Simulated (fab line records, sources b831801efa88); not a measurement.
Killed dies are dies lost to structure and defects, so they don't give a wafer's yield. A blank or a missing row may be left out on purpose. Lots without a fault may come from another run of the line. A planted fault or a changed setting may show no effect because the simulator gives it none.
fab line records | flow sky130
record lots=5 wafers=15 last_day=50
route steps=708 shown VIA2@531 METAL3@532 CAPM@537
lots that met no fault: from a run of the same line without faults
start_h: hours from the record's first day to the start of the lot's first wafer shown | wait_h: hours since the lot's step before | " the same as in the row above | L1.1+2: a row that stands for several wafers | - no value, or no start given | * or withheld: withheld | < > ~ a bound
route shown NAME@n: a module of which the file shows steps, and the number in the route of the first | usual: mean/standard deviation of fault-free wafers | same: alike in all rows | chamber/n: place in a boat | sites: the reading at each site | _std_site: their standard deviation | _edge_site: outer sites' mean less inner sites' | radius_mm: how far each site lies from the wafer's centre | mask NAME#n: copy n | behind: the tool/chamber that last shaped the wafer | hold: why the lot was held/for how many hours/how that ended | device: the transistor (n, p or np) that didn't switch | end of line: the same wafers' tests at the end of the route | a step without rows: its recipe alone | killed: dies lost to structure and defects at the first sort, not the wafer's yield | map: a wafer's dies, x killed, . not, _ none there
set.NAME: the setting as run; set.NAME@STEP: as run at that earlier step | model.NAME: the simulator's own value behind a step, which no gauge read
lots at some steps of the route; a table a step, a row a wafer
services: from which hour (start_h, from the record's first day; less than 0 if before it) a tool's chamber was out of use, for how many hours, and why
## steps
# step SKY_VIA2_CMP_24
# recipe stop_on=SiO2 t_overpolish_s=20 down_force_psi=3.5 platen_rpm=60 target_thk_nm=0 pad_velocity_m_s=0.94248
# usual motor_current_A=11.3/0.87 overpolish_run_s=19.999/0.0092 time_to_endpoint_s=103/4.2
# columns lot.wafer tool chamber start_h wait_h motor_current_A overpolish_run_s time_to_endpoint_s
L080.2 cmp-02 0 903.03 0.0 11.1 20.016 104
L080.4 " 1 " " 11.3 20.000 100
L080.5 " 0 " " 11.8 19.991 106
L082.4 cmp-01 3 923.62 0.1 9.6 19.989 101
L082.6 " 2 " " 12.3 19.992 100
L082.5 " 3 " " 9.7 20.003 101
L089.1 cmp-02 2 960.61 0.1 12.5 20.004 99
L089.3 " 0 " " 11.7 20.006 106
L089.5 " 2 " " 12.1 19.990 99
L092.2 cmp-01 3 979.92 0.0 9.7 20.025 105
L092.4 " 1 " " 11.3 19.987 103
L092.3 " 2 " " 12.8 20.008 102
L095.2 cmp-02 3 1003.91 0.0 11.5 19.989 102
L095.4 " 0 " " 11.7 20.002 103
L095.5 " 0 " " 11.2 19.998 105
# step SKY_METAL3_SPUTTER_00
# recipe material=Ti target_thk_nm=15 power_w=3000 time_s=10 chamber_pressure_pa=0.4
# usual throttle_valve_pct=29.7/1.1
# columns lot.wafer tool chamber start_h wait_h throttle_valve_pct
L080.2 pvd_sputter-01 - 903.33 0.2 31.1
L080.4 " - " " 29.1
L080.5 " - " " 30.6
L082.4 pvd_sputter-02 - 923.87 0.2 29.4
L082.5 " - " " 31.1
L082.6 " - " " 30.2
L089.1 pvd_sputter-02 - 960.91 0.2 28.7
L089.3 " - " " 29.3
L089.5 " - " " 29.0
L092.2 pvd_sputter-04 - 980.22 0.2 30.1
L092.3 " - " " 28.6
L092.4 " - " " 27.8
L095.2 pvd_sputter-02 - 1004.21 0.2 30.2
L095.4 " - " " 31.2
L095.5 " - " " 28.8
# step SKY_METAL3_SPUTTER_01
# recipe material=TiN target_thk_nm=20 power_w=6500 time_s=16.7 chamber_pressure_pa=0.4
# usual throttle_valve_pct=29.7/1
# columns lot.wafer tool chamber start_h wait_h throttle_valve_pct
L080.2 pvd_sputter-01 - 903.35 0.0 30.9
L080.4 " - " " 29.4
L080.5 " - " " 30.5
L082.4 pvd_sputter-02 - 923.90 0.0 29.1
L082.5 " - " " 31.2
L082.6 " - " " 30.4
L089.1 pvd_sputter-02 - 960.94 0.0 28.8
L089.3 " - " " 29.2
L089.5 " - " " 28.6
L092.2 pvd_sputter-04 - 980.24 0.0 30.0
L092.3 " - " " 28.7
L092.4 " - " " 27.8
L095.2 pvd_sputter-02 - 1004.24 0.0 30.1
L095.4 " - " " 31.3
L095.5 " - " " 28.9
# step SKY_METAL3_SPUTTER_02
# recipe material=AlCu target_thk_nm=735 power_w=10600 time_s=39.1 chamber_pressure_pa=0.4
# usual throttle_valve_pct=29.7/1.1
# columns lot.wafer tool chamber start_h wait_h throttle_valve_pct
L080.2 pvd_sputter-01 - 903.38 0.0 30.9
L080.4 " - " " 29.4
L080.5 " - " " 30.5
L082.4 pvd_sputter-02 - 923.92 0.0 29.4
L082.5 " - " " 31.4
L082.6 " - " " 30.2
L089.1 pvd_sputter-02 - 960.96 0.0 28.5
L089.3 " - " " 29.2
L089.5 " - " " 28.7
L092.2 pvd_sputter-04 - 980.27 0.0 29.9
L092.3 " - " " 28.7
L092.4 " - " " 27.6
L095.2 pvd_sputter-02 - 1004.26 0.0 30.0
L095.4 " - " " 31.0
L095.5 " - " " 28.5
# step SKY_METAL3_SPUTTER_03
# recipe material=Ti target_thk_nm=5 power_w=3000 time_s=3.3 chamber_pressure_pa=0.4
# usual throttle_valve_pct=29.7/1.1
# columns lot.wafer tool chamber start_h wait_h throttle_valve_pct
L080.2 pvd_sputter-01 - 903.42 0.0 30.8
L080.4 " - " " 29.3
L080.5 " - " " 30.4
L082.4 pvd_sputter-02 - 923.96 0.0 29.6
L082.5 " - " " 31.4
L082.6 " - " " 30.3
L089.1 pvd_sputter-02 - 961.00 0.0 28.7
L089.3 " - " " 29.3
L089.5 " - " " 28.6
L092.2 pvd_sputter-04 - 980.31 0.0 30.0
L092.3 " - " " 28.7
L092.4 " - " " 27.6
L095.2 pvd_sputter-02 - 1004.30 0.0 30.2
L095.4 " - " " 31.4
L095.5 " - " " 28.6
# step SKY_METAL3_SPUTTER_04
# recipe material=TiN target_thk_nm=70 power_w=6500 time_s=58.3 chamber_pressure_pa=0.4
# usual throttle_valve_pct=29.7/1.1
# columns lot.wafer tool chamber start_h wait_h throttle_valve_pct
L080.2 pvd_sputter-01 - 903.43 0.0 31.0
L080.4 " - " " 29.5
L080.5 " - " " 30.7
L082.4 pvd_sputter-02 - 923.98 0.0 29.3
L082.5 " - " " 31.3
L082.6 " - " " 30.3
L089.1 pvd_sputter-02 - 961.02 0.0 28.4
L089.3 " - " " 29.4
L089.5 " - " " 28.4
L092.2 pvd_sputter-04 - 980.33 0.0 30.2
L092.3 " - " " 28.8
L092.4 " - " " 27.8
L095.2 pvd_sputter-02 - 1004.32 0.0 30.2
L095.4 " - " " 31.2
L095.5 " - " " 28.5
# step SKY_CAPM_CVD_00
# recipe material=SiO2 target_thk_nm=15.5 temp_c=400 time_s=withheld rf_w=450
# usual heater_power_w=686/86
# columns lot.wafer tool chamber start_h wait_h heater_power_w
L080.2 pecvd-02 1 903.48 0.0 718
L080.4 " 2 " " 632
L080.5 " 1 " " 726
L082.4 pecvd-02 0 924.04 0.0 777
L082.5 " 2 " " 591
L082.6 " 1 " " 624
L089.1 pecvd-02 0 961.07 0.0 695
L089.3 " 2 " " 525
L089.5 " 0 " " 719
L092.2 pecvd-01 0 980.38 0.0 655
L092.3 " 1 " " 835
L092.4 " 0 " " 668
L095.2 pecvd-02 0 1004.37 0.0 721
L095.4 " 1 " " 675
L095.5 " 0 " " 746
# step SKY_CAPM_THK_MEAS_01
# recipe reads=SiO2_of_CAPM_CVD_00
# usual CAPM_CVD_00_THK=15.48/0.23
# columns lot.wafer tool chamber start_h wait_h CAPM_CVD_00_THK[nm]
L080.2 film_metro-02 - 903.52 - 15.63
L080.4 " - " " 15.94
L080.5 " - " " 15.94
L082.4 film_metro-02 - 924.08 - 15.68
L082.5 " - " " 15.77
L082.6 " - " " 15.84
L089.1 film_metro-01 - 961.09 - 15.48
L089.3 " - " " 15.13
L089.5 " - " " 15.51
L092.2 film_metro-02 - 980.41 - 15.22
L092.3 " - " " 15.39
L092.4 " - " " 15.54
L095.2 film_metro-01 - 1004.40 - 15.33
L095.4 " - " " 15.39
L095.5 " - " " 15.59
# step SKY_CAPM_SPUTTER_02
# recipe material=TiN target_thk_nm=200 temp_c=300 power_w=6716 time_s=166.7 chamber_pressure_pa=0.4
# usual throttle_valve_pct=29.9/1.1
# columns lot.wafer tool chamber start_h wait_h throttle_valve_pct
L080.2 pvd_sputter-03 - 903.57 0.0 31.1
L080.4 " - " " 29.9
L080.5 " - " " 30.1
L082.4 pvd_sputter-04 - 924.16 0.1 28.7
L082.5 " - " " 27.8
L082.6 " - " " 30.3
L089.1 pvd_sputter-03 - 961.15 0.1 30.1
L089.3 " - " " 28.7
L089.5 " - " " 28.9
L092.2 pvd_sputter-03 - 980.46 0.0 30.0
L092.3 " - " " 31.0
L092.4 " - " " 29.0
L095.2 pvd_sputter-03 - 1004.45 0.0 31.4
L095.4 " - " " 29.6
L095.5 " - " " 30.7
# step SKY_CAPM_RS_MEAS_03
# recipe thk_meas_gauge=four-point-probe reads=TiN_of_CAPM_SPUTTER_02
# usual CAPM_TIN_RS=6.69/0.072
# columns lot.wafer tool chamber start_h wait_h CAPM_TIN_RS[ohm/sq]
L080.2 film_metro-04 - 903.69 0.1 6.74
L080.4 " - " " 6.71
L080.5 " - " " 6.65
L082.4 film_metro-01 - 924.28 0.1 6.65
L082.5 " - " " 6.60
L082.6 " - " " 6.61
L089.1 film_metro-04 - 961.26 0.1 6.72
L089.3 " - " " 6.63
L089.5 " - " " 6.68
L092.2 film_metro-04 - 980.59 0.1 6.66
L092.3 " - " " 6.62
L092.4 " - " " 6.56
L095.2 film_metro-01 - 1004.58 0.1 6.74
L095.4 " - " " 6.78
L095.5 " - " " 6.71
# step SKY_CAPM_THK_MEAS_04
# recipe thk_meas_gauge=xrf reads=TiN_of_CAPM_SPUTTER_02
# usual CAPM_TIN_THK=206.8/2.3
# columns lot.wafer tool chamber start_h wait_h CAPM_TIN_THK[nm]
L080.2 film_metro-04 - 903.80 0.1 203.9
L080.4 " - " " 204.5
L080.5 " - " " 206.7
L082.4 film_metro-01 - 924.37 0.1 208.4
L082.5 " - " " 209.6
L082.6 " - " " 210.4
L089.1 film_metro-04 - 961.38 0.1 205.7
L089.3 " - " " 208.1
L089.5 " - " " 206.7
L092.2 film_metro-04 - 980.70 0.1 206.0
L092.3 " - " " 208.3
L092.4 " - " " 210.1
L095.2 film_metro-01 - 1004.69 0.1 206.4
L095.4 " - " " 204.2
L095.5 " - " " 206.3
# step SKY_CAPM_DEHYDRATE_05
# recipe temp_c=200 time_s=60
# columns lot.wafer tool chamber start_h wait_h
L080.2+4+5 litho_track-02 0 915.66 11.8
L082.4+5+6 litho_track-01 0 934.96 10.6
L089.1+3+5 litho_track-04 0 973.46 12.1
L092.2+3+4 litho_track-04 0 991.68 11.0
L095.2+4+5 litho_track-01 0 1015.91 11.2
# step SKY_CAPM_HMDS_06
# recipe prime_time_s=60 prime_temp_c=120
# columns lot.wafer tool chamber start_h wait_h
L080.2+4+5 litho_track-02 0 915.81 0.1
L082.4+5+6 litho_track-01 0 935.11 0.1
L089.1+3+5 litho_track-04 0 973.61 0.1
L092.2+3+4 litho_track-04 0 991.83 0.1
L095.2+4+5 litho_track-01 0 1016.06 0.1
# step SKY_CAPM_COAT_07
# recipe resist=NOVOLAK spin_rpm=3000 resist_thk_nm=1140
# columns lot.wafer tool chamber start_h wait_h
L080.2+4+5 litho_track-02 0 915.96 0.1
L082.4+5+6 litho_track-01 0 935.26 0.1
L089.1+3+5 litho_track-04 0 973.76 0.1
L092.2+3+4 litho_track-04 0 991.98 0.1
L095.2+4+5 litho_track-01 0 1016.21 0.1
# step SKY_CAPM_SOFTBAKE_08
# recipe temp_c=90 time_s=60 resist=NOVOLAK
# columns lot.wafer tool chamber start_h wait_h
L080.2+4+5 litho_track-02 0 916.11 0.1
L082.4+5+6 litho_track-01 0 935.41 0.1
L089.1+3+5 litho_track-04 0 973.91 0.1
L092.2+3+4 litho_track-04 0 992.13 0.1
L095.2+4+5 litho_track-01 0 1016.36 0.1
# step SKY_CAPM_EXPOSE_09
# recipe mask_id=CAPM na=0.6 source_shape=conventional sigma_outer=0.6 polarization=unpolarized target_cd_nm=1000 dose_mj=159
# usual reticle_temp_C=23.00/0.11
# same na=0.6
# columns lot.wafer tool chamber start_h wait_h mask reticle_temp_C
L080.2 iline_stepper-02 0 - - CAPM#0 22.98
L080.4 " 0 " " CAPM#0 22.95
L080.5 " 0 " " CAPM#0 22.93
L082.4 iline_stepper-01 0 - - CAPM#0 23.20
L082.5 " 0 " " CAPM#0 23.20
L082.6 " 0 " " CAPM#0 23.09
L089.1 iline_stepper-01 0 - - CAPM#0 23.05
L089.3 " 0 " " CAPM#0 23.25
L089.5 " 0 " " CAPM#0 23.21
L092.2 iline_stepper-01 0 - - CAPM#0 23.09
L092.3 " 0 " " CAPM#0 22.99
L092.4 " 0 " " CAPM#0 22.94
L095.2 iline_stepper-01 0 - - CAPM#0 22.86
L095.4 " 0 " " CAPM#0 22.92
L095.5 " 0 " " CAPM#0 22.92
# step SKY_CAPM_PEB_10
# recipe temp_c=withheld time_s=* resist=NOVOLAK
# columns lot.wafer tool chamber start_h wait_h
L080.2+4+5 litho_track-01 0 - -
L082.4+5+6 litho_track-01 0 - -
L089.1+3+5 litho_track-01 0 - -
L092.2+3+4 litho_track-01 0 - -
L095.2+4+5 litho_track-02 0 - -
# step SKY_CAPM_DEVELOP_11
# recipe resist=NOVOLAK developer=TMAH develop_time_s=60 dev_temp_c=23
# columns lot.wafer tool chamber start_h wait_h
L080.2+4+5 litho_track-01 0 927.81 0.1
L082.4+5+6 litho_track-01 0 948.31 0.1
L089.1+3+5 litho_track-01 0 984.39 0.1
L092.2+3+4 litho_track-01 0 1003.76 0.1
L095.2+4+5 litho_track-02 0 1027.96 0.1
# step SKY_CAPM_OVL_MEAS_12
# usual CAPM_OVL=-0.7/1.4
# columns lot.wafer tool chamber start_h wait_h CAPM_OVL[nm]
L080.2 overlay-02 - 927.94 0.1 -1.5
L080.4 " - " " 0.7
L080.5 " - " " 0.0
L082.4 overlay-01 - 948.41 0.1 -3.0
L082.5 " - " " -2.0
L082.6 " - " " -3.0
L089.1 overlay-02 - 984.54 0.1 1.1
L089.3 " - " " 0.2
L089.5 " - " " -1.6
L092.2 overlay-02 - 1003.90 0.1 -1.2
L092.3 " - " " -2.3
L092.4 " - " " -1.5
L095.2 overlay-01 - 1028.10 0.1 -1.0
L095.4 " - " " -0.9
L095.5 " - " " -0.2
# step SKY_CAPM_METAL_ETCH_13
# recipe target_depth_nm=220 stop_on=SiO2 chemistry=Cl2/BCl3 target=TiN pressure_mtorr=10 icp_w=900 bias_w=48.5 Cl2_flow_sccm=60 bcl3_flow_sccm=30 time_s=62.9
# usual drypump_motor_current_A=5.5/0.48 oes_product_au=0.958/0.007 throttle_valve_pct=21.893/0.009
# columns lot.wafer tool chamber start_h wait_h drypump_motor_current_A oes_product_au rf_hours_counter_h throttle_valve_pct
L080.2 rie_metal-01 0 927.97 0.0 5.9 0.964 10 21.882
L080.4 " 0 " " 5.9 0.959 - 21.893
L080.5 " 1 " " 4.7 0.962 - 21.897
L082.4 rie_metal-01 0 948.45 0.0 5.9 0.961 - 21.896
L082.5 " 1 " " 4.7 0.965 - 21.896
L082.6 " 0 " " 5.9 0.966 - 21.892
L089.1 rie_metal-03 1 984.58 0.0 5.7 0.952 14 21.899
L089.3 " 1 " " 5.7 0.962 - 21.891
L089.5 " 0 " " 6.0 0.957 - 21.892
L092.2 rie_metal-03 1 1003.93 0.0 5.7 0.952 15 21.894
L092.3 " 1 " " 5.7 0.954 - 21.907
L092.4 " 0 " " 6.0 0.966 - 21.884
L095.2 rie_metal-01 1 1028.15 0.0 4.7 0.951 - 21.909
L095.4 " 1 " " 4.7 0.951 - 21.896
L095.5 " 1 " " 4.7 0.960 - 21.887
# step SKY_CAPM_STRIP_14
# recipe chemistry=O2/N2 power_w=1400 pressure_mtorr=1500 platen_temp_c=withheld o2_flow_sccm=3000 n2_flow_sccm=300 overash_fraction=0.5
# usual drypump_motor_current_A=5.52/0.29 o2_flow_sccm=3001/9.1 oes_product_au=0.710/0.0042 strip_time_to_endpoint_s=12.69/0.063
# columns lot.wafer tool chamber start_h wait_h drypump_motor_current_A o2_flow_sccm oes_product_au rf_hours_counter_h strip_time_to_endpoint_s
L080.2 plasma_asher-01 0 928.05 0.1 5.52 2995 0.703 78 12.70
L080.4 " 1 " " 5.21 2989 0.710 - 12.69
L080.5 " 0 " " 5.53 2997 0.710 - 12.74
L082.4 plasma_asher-04 0 948.54 0.1 5.29 2999 0.713 - 12.56
L082.5 " 1 " " 5.64 3015 0.714 - 12.62
L082.6 " 0 " " 5.27 3005 0.715 - 12.56
L089.1 plasma_asher-01 0 984.65 0.1 5.49 2994 0.710 84 12.77
L089.3 " 0 " " 5.50 3004 0.707 - 12.78
L089.5 " 0 " " 5.53 2996 0.708 - 12.77
L092.2 plasma_asher-04 0 1004.00 0.1 5.29 2994 0.710 58 12.79
L092.3 " 0 " " 5.32 2983 0.711 - 12.76
L092.4 " 1 " " 5.61 3003 0.717 - 12.81
L095.2 plasma_asher-02 1 1028.28 0.1 6.16 2996 0.716 122 12.69
L095.4 " 0 " " 5.97 3009 0.711 - 12.72
L095.5 " 0 " " 5.97 2995 0.699 - 12.71
# step SKY_CAPM_STRIP_15
# recipe chemistry=post_etch_residue_remover time_s=1200 temp_c=72.5
# usual bath_guard_temp_C=72.4/0.5
# columns lot.wafer tool chamber start_h wait_h bath_guard_temp_C
L080.2 wet_bench-02 2 928.15 0.1 73.0
L080.4 " 2 " " 72.9
L080.5 " 2 " " 72.9
L082.4 wet_bench-04 1 948.60 0.0 72.2
L082.5 " 1 " " 72.3
L082.6 " 1 " " 72.6
L089.1 wet_bench-04 1 984.75 0.1 72.3
L089.3 " 1 " " 72.2
L089.5 " 1 " " 72.6
L092.2 wet_bench-02 2 1004.10 0.1 73.0
L092.3 " 2 " " 73.3
L092.4 " 2 " " 72.6
L095.2 wet_bench-04 1 1028.38 0.1 72.3
L095.4 " 1 " " 72.5
L095.5 " 1 " " 72.3
# step SKY_CAPM_CLEAN_16
# recipe chemistry=IPA time_s=180 temp_c=25
# columns lot.wafer tool chamber start_h wait_h
L080.2+4+5 wet_bench-04 3 928.49 0.0
L082.4+5+6 wet_bench-02 0 948.98 0.0
L089.1+3+5 wet_bench-01 0 985.13 0.0
L092.2+3+4 wet_bench-02 1 1004.44 0.0
L095.2+4+5 wet_bench-01 3 1028.72 0.0
# step SKY_CAPM_CLEAN_17
# recipe chemistry=O3/DIW dry=n2_spin
# columns lot.wafer tool chamber start_h wait_h
L080.2+4+5 wet_bench-02 3 928.55 0.0
L082.4+5+6 wet_bench-04 3 949.03 0.0
L089.1+3+5 wet_bench-04 2 985.18 0.0
L092.2+3+4 wet_bench-02 1 1004.50 0.0
L095.2+4+5 wet_bench-01 2 1028.78 0.0
# step SKY_METAL3_DEHYDRATE_05
# recipe temp_c=200 time_s=60
# columns lot.wafer tool chamber start_h wait_h
L080.2+4+5 litho_track-03 0 940.53 11.9
L082.4+5+6 litho_track-04 0 959.53 10.4
L089.1+3+5 litho_track-04 0 997.06 11.8
L092.2+3+4 litho_track-02 0 1015.36 10.8
L095.2+4+5 litho_track-03 0 1038.48 9.6
# step SKY_METAL3_HMDS_06
# recipe prime_time_s=60 prime_temp_c=120
# columns lot.wafer tool chamber start_h wait_h
L080.2+4+5 litho_track-03 0 940.68 0.1
L082.4+5+6 litho_track-04 0 959.68 0.1
L089.1+3+5 litho_track-04 0 997.21 0.1
L092.2+3+4 litho_track-02 0 1015.51 0.1
L095.2+4+5 litho_track-03 0 1038.63 0.1
# step SKY_METAL3_COAT_07
# recipe resist=BARC temp_c=withheld time_s=withheld spin_rpm=3000 resist_thk_nm=60
# columns lot.wafer tool chamber start_h wait_h
L080.2+4+5 litho_track-03 0 940.83 0.1
L082.4+5+6 litho_track-04 0 959.83 0.1
L089.1+3+5 litho_track-04 0 997.36 0.1
L092.2+3+4 litho_track-02 0 1015.66 0.1
L095.2+4+5 litho_track-03 0 1038.78 0.1
# step SKY_METAL3_COAT_08
# recipe resist=KrF-thick spin_rpm=3000 resist_thk_nm=1140
# columns lot.wafer tool chamber start_h wait_h
L080.2+4+5 litho_track-03 0 - -
L082.4+5+6 litho_track-04 0 - -
L089.1+3+5 litho_track-04 0 - -
L092.2+3+4 litho_track-02 0 - -
L095.2+4+5 litho_track-03 0 - -
# step SKY_METAL3_SOFTBAKE_09
# recipe temp_c=100 time_s=90 resist=KrF-thick
# columns lot.wafer tool chamber start_h wait_h
L080.2+4+5 litho_track-03 0 - -
L082.4+5+6 litho_track-04 0 - -
L089.1+3+5 litho_track-04 0 - -
L092.2+3+4 litho_track-02 0 - -
L095.2+4+5 litho_track-03 0 - -
# step SKY_METAL3_EXPOSE_10
# recipe mask_id=MM3 na=0.68 source_shape=annular sigma_inner=0.4 sigma_outer=0.8 target_cd_nm=300 dose_mj=28
# usual reticle_temp_C=23.05/0.11
# same na=0.68
# columns lot.wafer tool chamber start_h wait_h mask reticle_temp_C
L080.2 krf_scanner-01 0 - - MM3#0 23.12
L080.4 " 0 " " MM3#0 23.02
L080.5 " 0 " " MM3#0 23.08
L082.4 krf_scanner-01 0 - - MM3#0 23.23
L082.5 " 0 " " MM3#0 23.18
L082.6 " 0 " " MM3#0 23.02
L089.1 krf_scanner-02 0 - - MM3#0 23.16
L089.3 " 0 " " MM3#0 23.15
L089.5 " 0 " " MM3#0 23.09
L092.2 krf_scanner-02 0 - - MM3#0 22.91
L092.3 " 0 " " MM3#0 22.99
L092.4 " 0 " " MM3#0 23.06
L095.2 krf_scanner-01 0 - - MM3#0 23.19
L095.4 " 0 " " MM3#0 23.18
L095.5 " 0 " " MM3#0 22.88
# step SKY_METAL3_PEB_11
# recipe peb_temp_c=withheld peb_time_s=withheld resist=KrF-thick
# columns lot.wafer tool chamber start_h wait_h
L080.2+4+5 litho_track-02 0 - -
L082.4+5+6 litho_track-02 0 - -
L089.1+3+5 litho_track-03 0 - -
L092.2+3+4 litho_track-02 0 - -
L095.2+4+5 litho_track-03 0 - -
# step SKY_METAL3_DEVELOP_12
# recipe develop_time_s=60 resist=KrF-thick dev_temp_c=21
# columns lot.wafer tool chamber start_h wait_h
L080.2+4+5 litho_track-02 0 - -
L082.4+5+6 litho_track-02 0 - -
L089.1+3+5 litho_track-03 0 - -
L092.2+3+4 litho_track-02 0 - -
L095.2+4+5 litho_track-03 0 - -
# step SKY_METAL3_CD_MEAS_13
# recipe target_cd_nm=300
# usual cd_nm=299.2/1.4
# columns lot.wafer tool chamber start_h wait_h cd_nm
L080.2 cd_sem-02 - 952.91 - 300.5
L080.4 " - " " 299.4
L080.5 " - " " 298.2
L082.4 cd_sem-01 - 972.90 - 298.4
L082.5 " - " " 298.5
L082.6 " - " " 297.0
L089.1 cd_sem-02 - 1008.15 - 298.1
L089.3 " - " " 299.5
L089.5 " - " " 298.3
L092.2 cd_sem-01 - 1027.81 - 300.2
L092.3 " - " " 302.1
L092.4 " - " " 301.7
L095.2 cd_sem-01 - 1050.52 - 300.8
L095.4 " - " " 301.1
L095.5 " - " " 301.6
# step SKY_METAL3_OVL_MEAS_14
# usual METAL3_OVL=1/5.4
# columns lot.wafer tool chamber start_h wait_h METAL3_OVL[nm]
L080.2 overlay-02 - 953.01 0.1 -1
L080.4 " - " " 2
L080.5 " - " " -3
L082.4 overlay-01 - 972.98 0.1 -2
L082.5 " - " " -7
L082.6 " - " " -9
L089.1 overlay-02 - 1008.27 0.1 2
L089.3 " - " " -4
L089.5 " - " " -4
L092.2 overlay-01 - 1027.92 0.1 0
L092.3 " - " " -6
L092.4 " - " " -5
L095.2 overlay-01 - 1050.63 0.1 9
L095.4 " - " " 7
L095.5 " - " " 2
# step SKY_METAL3_DESCUM_15
# recipe chemistry=O2 source_power_w=150 bias_power_w=0 pressure_mtorr=10 temp_c=40 time_s=8
# usual drypump_motor_current_A=5.7/0.37 oes_product_au=0.991/0.011
# columns lot.wafer tool chamber start_h wait_h drypump_motor_current_A oes_product_au rf_hours_counter_h
L080.2 rie_metal-01 0 953.04 0.0 5.9 1.009 12
L080.4 " 0 " " 5.9 1.013 -
L080.5 " 0 " " 5.9 1.020 -
L082.4 rie_metal-03 1 973.01 0.0 5.7 0.974 -
L082.5 " 1 " " 5.7 0.982 -
L082.6 " 0 " " 6.0 0.978 -
L089.1 rie_metal-03 1 1008.31 0.0 5.7 0.982 15
L089.3 " 1 " " 5.7 0.977 -
L089.5 " 1 " " 5.7 0.974 -
L092.2 rie_metal-02 1 1027.95 0.0 5.9 0.973 13
L092.3 " 0 " " 5.8 0.986 -
L092.4 " 1 " " 5.9 0.989 -
L095.2 rie_metal-02 0 1050.66 0.0 5.8 1.006 22
L095.4 " 1 " " 5.9 0.997 -
L095.5 " 0 " " 5.7 0.994 -
# step SKY_METAL3_ETCH_16
# recipe chemistry=N2/H2 target=BARC ion_energy_ev=200 bias_w=100 pressure_mtorr=30 n2_flow_sccm=100 h2_flow_sccm=200 icp_w=500 stop_on=SiO2 time_s=88.2 target_depth_a=600
# usual drypump_motor_current_A=5.7/0.37 h2_flow_sccm=200.0/0.59 oes_product_au=0.626/0.0042 throttle_valve_pct=13.204/0.0086
# columns lot.wafer tool chamber start_h wait_h drypump_motor_current_A h2_flow_sccm oes_product_au rf_hours_counter_h throttle_valve_pct
L080.2 rie_metal-01 0 953.08 0.0 5.9 198.7 0.629 12 13.201
L080.4 " 0 " " 5.9 199.4 0.618 - 13.194
L080.5 " 0 " " 5.9 199.8 0.620 - 13.206
L082.4 rie_metal-03 1 973.06 0.0 5.7 200.6 0.615 - 13.209
L082.5 " 1 " " 5.7 200.4 0.627 - 13.210
L082.6 " 0 " " 6.0 199.3 0.628 - 13.216
L089.1 rie_metal-03 1 1008.34 0.0 5.7 200.3 0.625 15 13.207
L089.3 " 1 " " 5.7 199.6 0.630 - 13.206
L089.5 " 1 " " 5.7 198.9 0.632 - 13.191
L092.2 rie_metal-02 1 1027.98 0.0 5.9 200.6 0.629 13 13.186
L092.3 " 0 " " 5.8 200.4 0.624 - 13.211
L092.4 " 1 " " 5.9 199.9 0.628 - 13.214
L095.2 rie_metal-02 0 1050.69 0.0 5.8 200.1 0.621 22 13.201
L095.4 " 1 " " 5.9 201.4 0.620 - 13.214
L095.5 " 0 " " 5.8 199.6 0.620 - 13.218
# step SKY_METAL3_ETCH_17
# recipe target=SiO2 stop_on=TiN chemistry=C4F8/O2/Ar source_w=1500 bias_w=1200 pressure_mtorr=40 c4f8_flow_sccm=withheld O2_flow_sccm=6 Ar_flow_sccm=300 time_s=3.9 target_depth_a=150
# usual oes_product_au=0.755/0.0076
# columns lot.wafer tool chamber start_h wait_h oes_product_au rf_hours_counter_h
L080.2 rie_diel-02 1 953.18 0.1 0.761 8
L080.4 " 3 " " 0.772 19
L080.5 " 3 " " 0.758 -
L082.4 rie_diel-02 1 973.13 0.0 0.757 8
L082.5 " 2 " " 0.768 -
L082.6 " 1 " " 0.769 -
L089.1 rie_diel-02 0 1008.44 0.1 0.757 26
L089.3 " 3 " " 0.746 20
L089.5 " 1 " " 0.749 -
L092.2 rie_diel-01 3 1028.08 0.1 0.747 16
L092.3 " 0 " " 0.751 30
L092.4 " 2 " " 0.753 23
L095.2 rie_diel-02 2 1050.79 0.1 0.749 16
L095.4 " 0 " " 0.748 -
L095.5 " 2 " " 0.757 -
# step SKY_METAL3_METAL_ETCH_18
# recipe target_depth_a=8450 stop_on=SiO2 over_etch_frac=0.2812 time_s=183.1 chemistry=Cl2/BCl3 resist_sidewall_deg=88 pressure_mtorr=10 icp_w=900 bias_w=48.5 Cl2_flow_sccm=60 bcl3_flow_sccm=30
# usual drypump_motor_current_A=5.6/0.46 oes_product_au=0.870/0.0061 throttle_valve_pct=22.264/0.0083
# columns lot.wafer tool chamber start_h wait_h drypump_motor_current_A oes_product_au rf_hours_counter_h throttle_valve_pct
L080.2 rie_metal-03 0 953.19 0.0 6.0 0.864 11 22.276
L080.4 " 1 " " 5.7 0.867 - 22.260
L080.5 " 0 " " 6.0 0.861 - 22.288
L082.4 rie_metal-02 0 973.20 0.1 5.8 0.868 - 22.271
L082.5 " 1 " " 5.9 0.863 - 22.269
L082.6 " 0 " " 5.7 0.865 - 22.265
L089.1 rie_metal-01 1 1008.46 0.0 4.7 0.867 18 22.261
L089.3 " 0 " " 5.9 0.874 - 22.269
L089.5 " 1 " " 4.7 0.869 - 22.253
L092.2 rie_metal-03 0 1028.09 0.0 6.0 0.858 15 22.267
L092.3 " 1 " " 5.7 0.857 - 22.272
L092.4 " 0 " " 5.9 0.863 - 22.268
L095.2 rie_metal-03 1 1050.81 0.0 5.7 0.877 18 22.260
L095.4 " 1 " " 5.7 0.872 - 22.261
L095.5 " 0 " " 5.9 0.879 - 22.261
## services
# columns tool chamber start_h hours kind
rie_diel-02 - 879.08 2.8 pm
pvd_sputter-02 - 882.27 3.4 repair
iline_stepper-01 - 888.13 1.7 pm
krf_scanner-01 - 893.77 2.7 repair
rie_diel-02 0 894.01 8.1 repair
rie_diel-02 0 903.26 8.6 repair
cmp-02 - 912.37 4.0 pm
cmp-02 - 914.12 1.3 repair
pvd_sputter-04 - 921.83 1.7 repair
pvd_sputter-02 - 933.33 1.2 repair
pvd_sputter-02 - 935.67 5.1 repair
pvd_sputter-04 - 942.29 3.1 repair
wet_bench-04 - 945.31 2.2 repair
pecvd-02 0 951.62 5.6 repair
rie_diel-02 - 957.49 0.4 repair
rie_metal-01 1 960.72 5.6 repair
rie_metal-02 1 1000.36 3.1 repair
pvd_sputter-01 - 1002.92 2.7 repair
pecvd-02 - 1010.03 6.0 pm
iline_stepper-01 - 1011.00 1.3 repair
rie_diel-02 1 1013.52 52.5 repair
pecvd-02 - 1016.03 2.8 pm
pecvd-02 1 1022.56 2.6 repair
rie_metal-01 0 1023.95 11.3 repair
## key
fault none
